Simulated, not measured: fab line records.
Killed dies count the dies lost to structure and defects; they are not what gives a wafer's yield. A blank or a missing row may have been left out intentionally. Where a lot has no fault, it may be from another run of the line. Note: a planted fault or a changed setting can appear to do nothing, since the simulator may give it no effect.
The tool behind it: which one? || flow gf180mcu || 24 lots, 72 wafers sampled, at 6 steps of a route of 602

WHAT THE GAUGES SHOWED, per wafer
GF_STI_THK_MEAS_04.
{"lot": "L074", "measured": "day 1 14:33", "on": "film-metro-04", "STI_CVD_03_THK (nm)": "204.8 206.6 206.4"}
{"lot": "L075", "measured": "day 1 21:41", "on": "film-metro-01", "STI_CVD_03_THK (nm)": "207.2 206.6 206.6"}
{"lot": "L076", "measured": "day 2 02:47", "on": "film-metro-03", "STI_CVD_03_THK (nm)": "207.8 209.0 208.6"}
{"lot": "L077", "measured": "day 2 10:23", "on": "film-metro-04", "STI_CVD_03_THK (nm)": "207.7 206.8 207.0"}
{"lot": "L078", "measured": "day 2 14:43", "on": "film-metro-01", "STI_CVD_03_THK (nm)": "207.6 208.0 206.4"}
{"lot": "L079", "measured": "day 2 14:43", "on": "film-metro-03", "STI_CVD_03_THK (nm)": "206.5 207.5 208.2"}
{"lot": "L080", "measured": "day 2 23:41", "on": "film-metro-01", "STI_CVD_03_THK (nm)": "208.1 207.1 208.0"}
{"lot": "L081", "measured": "day 3 01:40", "on": "film-metro-01", "STI_CVD_03_THK (nm)": "206.2 204.8 203.9"}
{"lot": "L082", "measured": "day 3 06:21", "on": "film-metro-03", "STI_CVD_03_THK (nm)": "208.1 208.7 207.3"}
{"lot": "L083", "measured": "day 3 10:34", "on": "film-metro-01", "STI_CVD_03_THK (nm)": "209.4 207.0 206.2"}
{"lot": "L084", "measured": "day 3 15:34", "on": "film-metro-04", "STI_CVD_03_THK (nm)": "205.6 204.8 206.7"}
{"lot": "L085", "measured": "day 3 20:34", "on": "film-metro-03", "STI_CVD_03_THK (nm)": "206.1 206.3 208.2"}
{"lot": "L086", "measured": "day 4 01:35", "on": "film-metro-04", "STI_CVD_03_THK (nm)": "208.6 206.7 207.2"}
{"lot": "L087", "measured": "day 4 06:59", "on": "film-metro-04", "STI_CVD_03_THK (nm)": "205.1 205.8 206.4"}
{"lot": "L088", "measured": "day 4 11:59", "on": "film-metro-01", "STI_CVD_03_THK (nm)": "206.1 207.4 206.1"}
{"lot": "L089", "measured": "day 4 19:45", "on": "film-metro-03", "STI_CVD_03_THK (nm)": "208.1 206.4 206.0"}
{"lot": "L090", "measured": "day 4 21:34", "on": "film-metro-01", "STI_CVD_03_THK (nm)": "207.0 205.6 206.4"}
{"lot": "L091", "measured": "day 5 03:32", "on": "film-metro-04", "STI_CVD_03_THK (nm)": "206.5 205.5 207.3"}
{"lot": "L092", "measured": "day 5 07:34", "on": "film-metro-01", "STI_CVD_03_THK (nm)": "206.5 207.7 207.9"}
{"lot": "L093", "measured": "day 5 12:40", "on": "film-metro-03", "STI_CVD_03_THK (nm)": "203.6 205.3 203.6"}
{"lot": "L094", "measured": "day 5 17:59", "on": "film-metro-04", "STI_CVD_03_THK (nm)": "207.5 208.4 206.3"}
{"lot": "L095", "measured": "day 5 23:58", "on": "film-metro-01", "STI_CVD_03_THK (nm)": "206.8 205.9 206.8"}
{"lot": "L096", "measured": "day 6 03:35", "on": "film-metro-01", "STI_CVD_03_THK (nm)": "209.6 210.3 209.8"}
{"lot": "L097", "measured": "day 6 08:34", "on": "film-metro-04", "STI_CVD_03_THK (nm)": "207.6 207.1 208.0"}

GF_V4_THK_MEAS_01.
{"lot": "L074", "measured": "day 24 00:22", "on": "film-metro-02", "V4_CVD_00_THK (nm)": "595 595 598"}
{"lot": "L075", "measured": "day 24 11:48", "on": "film-metro-02", "V4_CVD_00_THK (nm)": "593 598 587"}
{"lot": "L076", "measured": "day 24 16:25", "on": "film-metro-03", "V4_CVD_00_THK (nm)": "604 605 604"}
{"lot": "L077", "measured": "day 24 19:37", "on": "film-metro-03", "V4_CVD_00_THK (nm)": "607 606 606"}
{"lot": "L078", "measured": "day 25 05:47", "on": "film-metro-02", "V4_CVD_00_THK (nm)": "595 599 607"}
{"lot": "L079", "measured": "day 25 01:34", "on": "film-metro-02", "V4_CVD_00_THK (nm)": "602 594 609"}
{"lot": "L080", "measured": "day 25 16:01", "on": "film-metro-04", "V4_CVD_00_THK (nm)": "608 605 602"}
{"lot": "L081", "measured": "day 26 00:14", "on": "film-metro-03", "V4_CVD_00_THK (nm)": "605 612 618"}
{"lot": "L082", "measured": "day 26 05:50", "on": "film-metro-03", "V4_CVD_00_THK (nm)": "603 601 598"}
{"lot": "L083", "measured": "day 26 08:56", "on": "film-metro-04", "V4_CVD_00_THK (nm)": "599 593 603"}
{"lot": "L084", "measured": "day 27 00:45", "on": "film-metro-04", "V4_CVD_00_THK (nm)": "606 607 604"}
{"lot": "L085", "measured": "day 27 08:36", "on": "film-metro-02", "V4_CVD_00_THK (nm)": "597 606 600"}
{"lot": "L086", "measured": "day 27 16:46", "on": "film-metro-04", "V4_CVD_00_THK (nm)": "598 603 597"}
{"lot": "L087", "measured": "day 27 20:55", "on": "film-metro-02", "V4_CVD_00_THK (nm)": "597 601 596"}
{"lot": "L088", "measured": "day 28 00:10", "on": "film-metro-02", "V4_CVD_00_THK (nm)": "580 596 593"}
{"lot": "L089", "measured": "day 28 15:34", "on": "film-metro-04", "V4_CVD_00_THK (nm)": "592 601 604"}
{"lot": "L090", "measured": "day 28 16:25", "on": "film-metro-02", "V4_CVD_00_THK (nm)": "597 605 605"}
{"lot": "L091", "measured": "day 29 00:34", "on": "film-metro-03", "V4_CVD_00_THK (nm)": "600 602 611"}
{"lot": "L092", "measured": "day 29 01:28", "on": "film-metro-04", "V4_CVD_00_THK (nm)": "597 597 600"}
{"lot": "L093", "measured": "day 29 15:18", "on": "film-metro-02", "V4_CVD_00_THK (nm)": "599 599 605"}
{"lot": "L094", "measured": "day 29 18:34", "on": "film-metro-03", "V4_CVD_00_THK (nm)": "597 601 604"}
{"lot": "L095", "measured": "day 30 07:11", "on": "film-metro-02", "V4_CVD_00_THK (nm)": "607 598 605"}
{"lot": "L096", "measured": "day 30 08:49", "on": "film-metro-04", "V4_CVD_00_THK (nm)": "610 618 608"}
{"lot": "L097", "measured": "day 30 13:20", "on": "film-metro-03", "V4_CVD_00_THK (nm)": "602 602 606"}

GF_PASSIVATION_BOW_MEAS_14.
{"lot": "L074", "measured": "day 29 13:19", "on": "film-metro-04", "PASSIVATION_BOW (um)": "110 113 125"}
{"lot": "L075", "measured": "day 29 20:59", "on": "film-metro-03", "PASSIVATION_BOW (um)": "149 149 146"}
{"lot": "L076", "measured": "day 30 01:59", "on": "film-metro-02", "PASSIVATION_BOW (um)": "130 141 142"}
{"lot": "L077", "measured": "day 30 06:26", "on": "film-metro-02", "PASSIVATION_BOW (um)": "138 136 149"}
{"lot": "L078", "measured": "day 30 13:41", "on": "film-metro-04", "PASSIVATION_BOW (um)": "131 146 144"}
{"lot": "L079", "measured": "day 30 10:44", "on": "film-metro-02", "PASSIVATION_BOW (um)": "149 143 151"}
{"lot": "L080", "measured": "day 30 22:13", "on": "film-metro-02", "PASSIVATION_BOW (um)": "140 131 133"}
{"lot": "L081", "measured": "day 31 07:31", "on": "film-metro-04", "PASSIVATION_BOW (um)": "134 138 146"}
{"lot": "L082", "measured": "day 31 08:26", "on": "film-metro-04", "PASSIVATION_BOW (um)": "108 122 136"}
{"lot": "L083", "measured": "day 31 12:17", "on": "film-metro-02", "PASSIVATION_BOW (um)": "123 130 128"}
{"lot": "L084", "measured": "day 32 02:01", "on": "film-metro-03", "PASSIVATION_BOW (um)": "153 136 127"}
{"lot": "L085", "measured": "day 32 08:50", "on": "film-metro-04", "PASSIVATION_BOW (um)": "135 127 141"}
{"lot": "L086", "measured": "day 32 15:01", "on": "film-metro-02", "PASSIVATION_BOW (um)": "143 132 126"}
{"lot": "L087", "measured": "day 32 18:29", "on": "film-metro-04", "PASSIVATION_BOW (um)": "133 131 134"}
{"lot": "L088", "measured": "day 32 22:04", "on": "film-metro-04", "PASSIVATION_BOW (um)": "119 123 122"}
{"lot": "L089", "measured": "day 33 10:29", "on": "film-metro-02", "PASSIVATION_BOW (um)": "147 135 142"}
{"lot": "L090", "measured": "day 33 11:55", "on": "film-metro-04", "PASSIVATION_BOW (um)": "141 149 154"}
{"lot": "L091", "measured": "day 33 18:56", "on": "film-metro-03", "PASSIVATION_BOW (um)": "137 135 138"}
{"lot": "L092", "measured": "day 33 20:26", "on": "film-metro-02", "PASSIVATION_BOW (um)": "148 137 146"}
{"lot": "L093", "measured": "day 34 06:37", "on": "film-metro-03", "PASSIVATION_BOW (um)": "148 158 156"}
{"lot": "L094", "measured": "day 34 08:59", "on": "film-metro-02", "PASSIVATION_BOW (um)": "137 137 154"}
{"lot": "L095", "measured": "day 34 17:14", "on": "film-metro-03", "PASSIVATION_BOW (um)": "164 160 155"}
{"lot": "L096", "measured": "day 34 19:53", "on": "film-metro-03", "PASSIVATION_BOW (um)": "141 163 167"}
{"lot": "L097", "measured": "day 34 23:07", "on": "film-metro-03", "PASSIVATION_BOW (um)": "134 142 133"}

WHAT TOOL EACH LOT RAN ON (gives the tool, then ch and the chambers of the sampled wafers, and finally the start)
{"lot": "L074", "GF_M4_SPUTTER_03": "pvd-sputter-04, day 23 00:20", "GF_MIM_SPUTTER_03": "pvd-sputter-01, day 25 01:04", "GF_PASSIVATION_STRIP_12": "plasma-asher-04 ch 0,1, day 29 11:43"}
{"lot": "L075", "GF_M4_SPUTTER_03": "pvd-sputter-01, day 23 12:42", "GF_MIM_SPUTTER_03": "pvd-sputter-04, day 25 11:56", "GF_PASSIVATION_STRIP_12": "plasma-asher-03 ch 0,1, day 29 19:22"}
{"lot": "L076", "GF_M4_SPUTTER_03": "pvd-sputter-02, day 23 17:11", "GF_MIM_SPUTTER_03": "pvd-sputter-04, day 25 16:10", "GF_PASSIVATION_STRIP_12": "plasma-asher-03 ch 0,1, day 30 00:23"}
{"lot": "L077", "GF_M4_SPUTTER_03": "pvd-sputter-04, day 23 20:52", "GF_MIM_SPUTTER_03": "pvd-sputter-01, day 25 19:16", "GF_PASSIVATION_STRIP_12": "plasma-asher-02 ch 0,1, day 30 04:50"}
{"lot": "L078", "GF_M4_SPUTTER_03": "pvd-sputter-01, day 24 07:23", "GF_MIM_SPUTTER_03": "pvd-sputter-03, day 26 05:37", "GF_PASSIVATION_STRIP_12": "plasma-asher-04 ch 0,1, day 30 12:05"}
{"lot": "L079", "GF_M4_SPUTTER_03": "pvd-sputter-02, day 24 02:40", "GF_MIM_SPUTTER_03": "pvd-sputter-04, day 26 01:19", "GF_PASSIVATION_STRIP_12": "plasma-asher-04 ch 0,1, day 30 09:07"}
{"lot": "L080", "GF_M4_SPUTTER_03": "pvd-sputter-04, day 24 17:37", "GF_MIM_SPUTTER_03": "pvd-sputter-04, day 26 15:13", "GF_PASSIVATION_STRIP_12": "plasma-asher-03 ch 0,1, day 30 20:37"}
{"lot": "L081", "GF_M4_SPUTTER_03": "pvd-sputter-04, day 25 02:16", "GF_MIM_SPUTTER_03": "pvd-sputter-01, day 26 23:10", "GF_PASSIVATION_STRIP_12": "plasma-asher-03 ch 0,1, day 31 05:54"}
{"lot": "L082", "GF_M4_SPUTTER_03": "pvd-sputter-02, day 25 07:47", "GF_MIM_SPUTTER_03": "pvd-sputter-04, day 27 04:02", "GF_PASSIVATION_STRIP_12": "plasma-asher-04 ch 0,1, day 31 06:49"}
{"lot": "L083", "GF_M4_SPUTTER_03": "pvd-sputter-01, day 25 10:55", "GF_MIM_SPUTTER_03": "pvd-sputter-03, day 27 07:42", "GF_PASSIVATION_STRIP_12": "plasma-asher-02 ch 0,1, day 31 10:40"}
{"lot": "L084", "GF_M4_SPUTTER_03": "pvd-sputter-04, day 26 02:52", "GF_MIM_SPUTTER_03": "pvd-sputter-04, day 27 22:40", "GF_PASSIVATION_STRIP_12": "plasma-asher-03 ch 0,1, day 32 00:23"}
{"lot": "L085", "GF_M4_SPUTTER_03": "pvd-sputter-02, day 26 11:17", "GF_MIM_SPUTTER_03": "pvd-sputter-04, day 28 06:37", "GF_PASSIVATION_STRIP_12": "plasma-asher-04 ch 0,1, day 32 07:14"}
{"lot": "L086", "GF_M4_SPUTTER_03": "pvd-sputter-02, day 26 18:27", "GF_MIM_SPUTTER_03": "pvd-sputter-01, day 28 15:19", "GF_PASSIVATION_STRIP_12": "plasma-asher-04 ch 0,1, day 32 13:24"}
{"lot": "L087", "GF_M4_SPUTTER_03": "pvd-sputter-02, day 26 23:58", "GF_MIM_SPUTTER_03": "pvd-sputter-03, day 28 18:25", "GF_PASSIVATION_STRIP_12": "plasma-asher-03 ch 0,1, day 32 16:53"}
{"lot": "L088", "GF_M4_SPUTTER_03": "pvd-sputter-01, day 27 04:58", "GF_MIM_SPUTTER_03": "pvd-sputter-01, day 28 22:13", "GF_PASSIVATION_STRIP_12": "plasma-asher-02 ch 0,1, day 32 20:28"}
{"lot": "L089", "GF_M4_SPUTTER_03": "pvd-sputter-01, day 27 18:37", "GF_MIM_SPUTTER_03": "pvd-sputter-01, day 29 13:26", "GF_PASSIVATION_STRIP_12": "plasma-asher-03 ch 0,1, day 33 08:53"}
{"lot": "L090", "GF_M4_SPUTTER_03": "pvd-sputter-01, day 27 19:13", "GF_MIM_SPUTTER_03": "pvd-sputter-01, day 29 14:12", "GF_PASSIVATION_STRIP_12": "plasma-asher-03 ch 0,1, day 33 10:19"}
{"lot": "L091", "GF_M4_SPUTTER_03": "pvd-sputter-04, day 28 04:07", "GF_MIM_SPUTTER_03": "pvd-sputter-03, day 29 22:55", "GF_PASSIVATION_STRIP_12": "plasma-asher-02 ch 0,1, day 33 17:19"}
{"lot": "L092", "GF_M4_SPUTTER_03": "pvd-sputter-02, day 28 05:19", "GF_MIM_SPUTTER_03": "pvd-sputter-01, day 29 23:03", "GF_PASSIVATION_STRIP_12": "plasma-asher-04 ch 0,1, day 33 17:53"}
{"lot": "L093", "GF_M4_SPUTTER_03": "pvd-sputter-02, day 28 19:07", "GF_MIM_SPUTTER_03": "pvd-sputter-04, day 30 12:43", "GF_PASSIVATION_STRIP_12": "plasma-asher-02 ch 0,1, day 34 05:01"}
{"lot": "L094", "GF_M4_SPUTTER_03": "pvd-sputter-02, day 28 22:31", "GF_MIM_SPUTTER_03": "pvd-sputter-04, day 30 15:22", "GF_PASSIVATION_STRIP_12": "plasma-asher-03 ch 0,1, day 34 07:23"}
{"lot": "L095", "GF_M4_SPUTTER_03": "pvd-sputter-01, day 29 10:55", "GF_MIM_SPUTTER_03": "pvd-sputter-04, day 31 03:14", "GF_PASSIVATION_STRIP_12": "plasma-asher-03 ch 0,1, day 34 15:38"}
{"lot": "L096", "GF_M4_SPUTTER_03": "pvd-sputter-02, day 29 13:30", "GF_MIM_SPUTTER_03": "pvd-sputter-01, day 31 05:47", "GF_PASSIVATION_STRIP_12": "plasma-asher-03 ch 0,1, day 34 18:16"}
{"lot": "L097", "GF_M4_SPUTTER_03": "pvd-sputter-01, day 29 17:49", "GF_MIM_SPUTTER_03": "pvd-sputter-04, day 31 10:13", "GF_PASSIVATION_STRIP_12": "plasma-asher-04 ch 0,1, day 34 21:31"}
- GF_M4_SPUTTER_03: material Ti, target thk 10 nm, time 6.7 s.
- GF_MIM_SPUTTER_03: material Ti, target thk 10 nm, time 6.7 s.
- GF_PASSIVATION_STRIP_12: strips in O2/N2.

WHAT THE TOOLS THEMSELVES READ (means of the sampled wafers that have a number; where no wafer has one, the mark that the record gives instead)
GF_M4_SPUTTER_03.
{"lot": "L074", "tool": "pvd-sputter-04", "cathode-dc-power-W (W)": 2999.7, "throttle-valve-pct (%)": 30.9}
{"lot": "L075", "tool": "pvd-sputter-01", "cathode-dc-power-W (W)": 2999.8, "throttle-valve-pct (%)": 30.3}
{"lot": "L076", "tool": "pvd-sputter-02", "cathode-dc-power-W (W)": 3000.1, "throttle-valve-pct (%)": 30.3}
{"lot": "L077", "tool": "pvd-sputter-04", "cathode-dc-power-W (W)": 3000.0, "throttle-valve-pct (%)": 31.0}
{"lot": "L078", "tool": "pvd-sputter-01", "cathode-dc-power-W (W)": 2999.9, "throttle-valve-pct (%)": 30.4}
{"lot": "L079", "tool": "pvd-sputter-02", "cathode-dc-power-W (W)": 3000.1, "throttle-valve-pct (%)": 30.0}
{"lot": "L080", "tool": "pvd-sputter-04", "cathode-dc-power-W (W)": 3000.1, "throttle-valve-pct (%)": 31.5}
{"lot": "L081", "tool": "pvd-sputter-04", "cathode-dc-power-W (W)": 3000.3, "throttle-valve-pct (%)": 31.1}
{"lot": "L082", "tool": "pvd-sputter-02", "cathode-dc-power-W (W)": 3000.4, "throttle-valve-pct (%)": 29.6}
{"lot": "L083", "tool": "pvd-sputter-01", "cathode-dc-power-W (W)": 2999.9, "throttle-valve-pct (%)": 30.3}
{"lot": "L084", "tool": "pvd-sputter-04", "cathode-dc-power-W (W)": 3000.4, "throttle-valve-pct (%)": 31.2}
{"lot": "L085", "tool": "pvd-sputter-02", "cathode-dc-power-W (W)": 3000.5, "throttle-valve-pct (%)": 29.2}
{"lot": "L086", "tool": "pvd-sputter-02", "cathode-dc-power-W (W)": 3000.0, "throttle-valve-pct (%)": 30.0}
{"lot": "L087", "tool": "pvd-sputter-02", "cathode-dc-power-W (W)": 3000.6, "throttle-valve-pct (%)": 29.7}
{"lot": "L088", "tool": "pvd-sputter-01", "cathode-dc-power-W (W)": 2999.7, "throttle-valve-pct (%)": 29.9}
{"lot": "L089", "tool": "pvd-sputter-01", "cathode-dc-power-W (W)": 2999.8, "throttle-valve-pct (%)": 29.8}
{"lot": "L090", "tool": "pvd-sputter-01", "cathode-dc-power-W (W)": 2999.9, "throttle-valve-pct (%)": 30.0}
{"lot": "L091", "tool": "pvd-sputter-04", "cathode-dc-power-W (W)": 3000.0, "throttle-valve-pct (%)": 31.3}
{"lot": "L092", "tool": "pvd-sputter-02", "cathode-dc-power-W (W)": 2999.7, "throttle-valve-pct (%)": 29.8}
{"lot": "L093", "tool": "pvd-sputter-02", "cathode-dc-power-W (W)": 3000.3, "throttle-valve-pct (%)": 29.7}
{"lot": "L094", "tool": "pvd-sputter-02", "cathode-dc-power-W (W)": 3000.1, "throttle-valve-pct (%)": 29.6}
{"lot": "L095", "tool": "pvd-sputter-01", "cathode-dc-power-W (W)": 3000.0, "throttle-valve-pct (%)": 29.8}
{"lot": "L096", "tool": "pvd-sputter-02", "cathode-dc-power-W (W)": 3000.5, "throttle-valve-pct (%)": 29.7}
{"lot": "L097", "tool": "pvd-sputter-01", "cathode-dc-power-W (W)": 3000.0, "throttle-valve-pct (%)": 30.4}

GF_MIM_SPUTTER_03.
{"lot": "L074", "tool": "pvd-sputter-01", "cathode-dc-power-W (W)": 3000.0, "throttle-valve-pct (%)": 30.3}
{"lot": "L075", "tool": "pvd-sputter-04", "cathode-dc-power-W (W)": 3000.2, "throttle-valve-pct (%)": 30.2}
{"lot": "L076", "tool": "pvd-sputter-04", "cathode-dc-power-W (W)": 3000.3, "throttle-valve-pct (%)": 31.8}
{"lot": "L077", "tool": "pvd-sputter-01", "cathode-dc-power-W (W)": 3000.6, "throttle-valve-pct (%)": 30.3}
{"lot": "L078", "tool": "pvd-sputter-03", "cathode-dc-power-W (W)": 3000.3, "throttle-valve-pct (%)": 29.8}
{"lot": "L079", "tool": "pvd-sputter-04", "cathode-dc-power-W (W)": 3000.2, "throttle-valve-pct (%)": 29.6}
{"lot": "L080", "tool": "pvd-sputter-04", "cathode-dc-power-W (W)": 2999.8, "throttle-valve-pct (%)": 30.0}
{"lot": "L081", "tool": "pvd-sputter-01", "cathode-dc-power-W (W)": 2999.7, "throttle-valve-pct (%)": 30.3}
{"lot": "L082", "tool": "pvd-sputter-04", "cathode-dc-power-W (W)": 2999.7, "throttle-valve-pct (%)": 30.4}
{"lot": "L083", "tool": "pvd-sputter-03", "cathode-dc-power-W (W)": 2999.7, "throttle-valve-pct (%)": 30.1}
{"lot": "L084", "tool": "pvd-sputter-04", "cathode-dc-power-W (W)": 2999.9, "throttle-valve-pct (%)": 30.9}
{"lot": "L085", "tool": "pvd-sputter-04", "cathode-dc-power-W (W)": 3000.6, "throttle-valve-pct (%)": 31.2}
{"lot": "L086", "tool": "pvd-sputter-01", "cathode-dc-power-W (W)": 3000.0, "throttle-valve-pct (%)": 30.5}
{"lot": "L087", "tool": "pvd-sputter-03", "cathode-dc-power-W (W)": 2999.9, "throttle-valve-pct (%)": 30.5}
{"lot": "L088", "tool": "pvd-sputter-01", "cathode-dc-power-W (W)": 2999.7, "throttle-valve-pct (%)": 29.9}
{"lot": "L089", "tool": "pvd-sputter-01", "cathode-dc-power-W (W)": 2999.9, "throttle-valve-pct (%)": 29.6}
{"lot": "L090", "tool": "pvd-sputter-01", "cathode-dc-power-W (W)": 3000.1, "throttle-valve-pct (%)": 30.1}
{"lot": "L091", "tool": "pvd-sputter-03", "cathode-dc-power-W (W)": 2999.4, "throttle-valve-pct (%)": 30.4}
{"lot": "L092", "tool": "pvd-sputter-01", "cathode-dc-power-W (W)": 3000.2, "throttle-valve-pct (%)": 29.8}
{"lot": "L093", "tool": "pvd-sputter-04", "cathode-dc-power-W (W)": 3000.1, "throttle-valve-pct (%)": 30.2}
{"lot": "L094", "tool": "pvd-sputter-04", "cathode-dc-power-W (W)": 3000.3, "throttle-valve-pct (%)": 29.6}
{"lot": "L095", "tool": "pvd-sputter-04", "cathode-dc-power-W (W)": 3000.3, "throttle-valve-pct (%)": 30.5}
{"lot": "L096", "tool": "pvd-sputter-01", "cathode-dc-power-W (W)": 2999.9, "throttle-valve-pct (%)": 29.8}
{"lot": "L097", "tool": "pvd-sputter-04", "cathode-dc-power-W (W)": 2999.7, "throttle-valve-pct (%)": 31.8}

GF_PASSIVATION_STRIP_12.
{"lot": "L074", "tool": "plasma-asher-04", "drypump-motor-current-A (A)": 5.4, "heater-power-w (W)": 302, "oes-product-au (a.u.)": 0.719, "strip-time-to-endpoint-s (s)": 34.68}
{"lot": "L075", "tool": "plasma-asher-03", "drypump-motor-current-A (A)": 6.3, "heater-power-w (W)": 327, "oes-product-au (a.u.)": 0.720, "strip-time-to-endpoint-s (s)": 35.00}
{"lot": "L076", "tool": "plasma-asher-03", "drypump-motor-current-A (A)": 6.2, "heater-power-w (W)": 329, "oes-product-au (a.u.)": 0.716, "strip-time-to-endpoint-s (s)": 34.82}
{"lot": "L077", "tool": "plasma-asher-02", "drypump-motor-current-A (A)": 5.9, "heater-power-w (W)": 323, "oes-product-au (a.u.)": 0.717, "strip-time-to-endpoint-s (s)": 34.30}
{"lot": "L078", "tool": "plasma-asher-04", "drypump-motor-current-A (A)": 5.5, "heater-power-w (W)": 306, "oes-product-au (a.u.)": 0.724, "strip-time-to-endpoint-s (s)": 34.93}
{"lot": "L079", "tool": "plasma-asher-04", "drypump-motor-current-A (A)": 5.4, "heater-power-w (W)": 304, "oes-product-au (a.u.)": 0.719, "strip-time-to-endpoint-s (s)": 34.62}
{"lot": "L080", "tool": "plasma-asher-03", "drypump-motor-current-A (A)": 6.1, "heater-power-w (W)": 324, "oes-product-au (a.u.)": 0.720, "strip-time-to-endpoint-s (s)": 34.73}
{"lot": "L081", "tool": "plasma-asher-03", "drypump-motor-current-A (A)": 6.3, "heater-power-w (W)": 333, "oes-product-au (a.u.)": 0.717, "strip-time-to-endpoint-s (s)": 34.98}
{"lot": "L082", "tool": "plasma-asher-04", "drypump-motor-current-A (A)": 5.8, "heater-power-w (W)": 323, "oes-product-au (a.u.)": 0.722, "strip-time-to-endpoint-s (s)": 34.77}
{"lot": "L083", "tool": "plasma-asher-02", "drypump-motor-current-A (A)": 5.9, "heater-power-w (W)": 321, "oes-product-au (a.u.)": 0.722, "strip-time-to-endpoint-s (s)": 34.86}
{"lot": "L084", "tool": "plasma-asher-03", "drypump-motor-current-A (A)": 6.2, "heater-power-w (W)": 329, "oes-product-au (a.u.)": 0.715, "strip-time-to-endpoint-s (s)": 34.66}
{"lot": "L085", "tool": "plasma-asher-04", "drypump-motor-current-A (A)": 5.4, "heater-power-w (W)": 305, "oes-product-au (a.u.)": 0.716, "strip-time-to-endpoint-s (s)": 34.78}
{"lot": "L086", "tool": "plasma-asher-04", "drypump-motor-current-A (A)": 5.5, "heater-power-w (W)": 309, "oes-product-au (a.u.)": 0.723, "strip-time-to-endpoint-s (s)": 34.65}
{"lot": "L087", "tool": "plasma-asher-03", "drypump-motor-current-A (A)": 6.3, "heater-power-w (W)": 331, "oes-product-au (a.u.)": 0.717, "strip-time-to-endpoint-s (s)": 34.65}
{"lot": "L088", "tool": "plasma-asher-02", "drypump-motor-current-A (A)": 5.9, "heater-power-w (W)": 319, "oes-product-au (a.u.)": 0.719, "strip-time-to-endpoint-s (s)": 34.84}
{"lot": "L089", "tool": "plasma-asher-03", "drypump-motor-current-A (A)": 6.2, "heater-power-w (W)": 329, "oes-product-au (a.u.)": 0.721, "strip-time-to-endpoint-s (s)": 34.64}
{"lot": "L090", "tool": "plasma-asher-03", "drypump-motor-current-A (A)": 6.3, "heater-power-w (W)": 331, "oes-product-au (a.u.)": 0.724, "strip-time-to-endpoint-s (s)": 34.62}
{"lot": "L091", "tool": "plasma-asher-02", "drypump-motor-current-A (A)": 5.9, "heater-power-w (W)": 327, "oes-product-au (a.u.)": 0.721, "strip-time-to-endpoint-s (s)": 34.75}
{"lot": "L092", "tool": "plasma-asher-04", "drypump-motor-current-A (A)": 5.4, "heater-power-w (W)": 304, "oes-product-au (a.u.)": 0.721, "strip-time-to-endpoint-s (s)": 34.66}
{"lot": "L093", "tool": "plasma-asher-02", "drypump-motor-current-A (A)": 5.8, "heater-power-w (W)": 337, "oes-product-au (a.u.)": 0.718, "strip-time-to-endpoint-s (s)": 34.78}
{"lot": "L094", "tool": "plasma-asher-03", "drypump-motor-current-A (A)": 6.2, "heater-power-w (W)": 331, "oes-product-au (a.u.)": 0.719, "strip-time-to-endpoint-s (s)": 34.94}
{"lot": "L095", "tool": "plasma-asher-03", "drypump-motor-current-A (A)": 6.3, "heater-power-w (W)": 329, "oes-product-au (a.u.)": 0.723, "strip-time-to-endpoint-s (s)": 34.84}
{"lot": "L096", "tool": "plasma-asher-03", "drypump-motor-current-A (A)": 6.2, "heater-power-w (W)": 328, "oes-product-au (a.u.)": 0.718, "strip-time-to-endpoint-s (s)": 34.54}
{"lot": "L097", "tool": "plasma-asher-04", "drypump-motor-current-A (A)": 5.8, "heater-power-w (W)": 320, "oes-product-au (a.u.)": 0.713, "strip-time-to-endpoint-s (s)": 34.74}

THE ANSWER, worked out from the rows above alone
Rule: the lots themselves supply what counts as usual. The widest of any qualifying gaps counts: lots, ordered by their means at a reading, are off when they make up no more than a third of the lots, leave a main group of 4 or more, and stand apart from it by 3 or more times the standard deviation of that group's means. A main group whose means are all the same, to the digits that the tables above print for the reading, isn't used. Also off: a lot with no number at a reading for which 4 or more lots have one. Any other lot the step has rows for is counted as sound. First the gauges in route order, then the tools' own readings, where a lot's mean is used as printed above. The first step at which some lot is off is used, and at that step the reading that is off furthest; a lot without a number counts as furthest.
Nothing can be told from this: no lot is off at any reading shown.

WHAT THE SIMULATOR HAD INSERTED
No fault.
